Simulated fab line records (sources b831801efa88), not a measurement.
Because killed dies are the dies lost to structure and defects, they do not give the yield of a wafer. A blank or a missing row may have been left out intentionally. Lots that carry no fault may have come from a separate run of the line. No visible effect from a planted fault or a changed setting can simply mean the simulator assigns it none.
Which of the tools did it? + flow gf180mcu + 18 wafers sampled from 6 lots at 1 step of a route of 602

## WHAT EACH GAUGE READ, for each wafer
GF_V2_THK_MEAS_01.
| lot  | measured     | on           | V2_CVD_00_THK (nm) |
|------|--------------|--------------|--------------------|
| L857 | day 19 20:28 | filmMetro-01 | 596 586 599        |
| L861 | day 21 12:20 | filmMetro-04 | 610 605 602        |
| L863 | day 22 01:42 | filmMetro-04 | 613 607 612        |
| L870 | day 24 12:19 | filmMetro-04 | 598 594 592        |
| L874 | day 25 15:31 | filmMetro-04 | 604 596 610        |
| L878 | day 26 23:52 | filmMetro-04 | 601 603 601        |

## WHAT TOOL EACH LOT RAN ON (gives the tool, then ch and the chambers of the sampled wafers, and finally the start)
The record holds no process step before these readings.

## THE ANSWER, worked out from the rows above alone
Rule: the usual values come from the lots themselves. Put in order of their means at a reading, lots are off if they are a third of the lots or fewer, leave a main group of 4 or more, and stand apart from it by a gap of 3 or more times the standard deviation of the main group's means; of several such gaps the widest counts. The tables above print the reading to a certain number of digits; a main group whose means all agree to those digits is not used. Also off: a lot with no number at a reading for which 4 or more lots have one. The other lots that the step has rows for count as sound.
Across all readings shown, no lot is off: no conclusion can be drawn from this.

## WHAT THE SIMULATOR PUT IN
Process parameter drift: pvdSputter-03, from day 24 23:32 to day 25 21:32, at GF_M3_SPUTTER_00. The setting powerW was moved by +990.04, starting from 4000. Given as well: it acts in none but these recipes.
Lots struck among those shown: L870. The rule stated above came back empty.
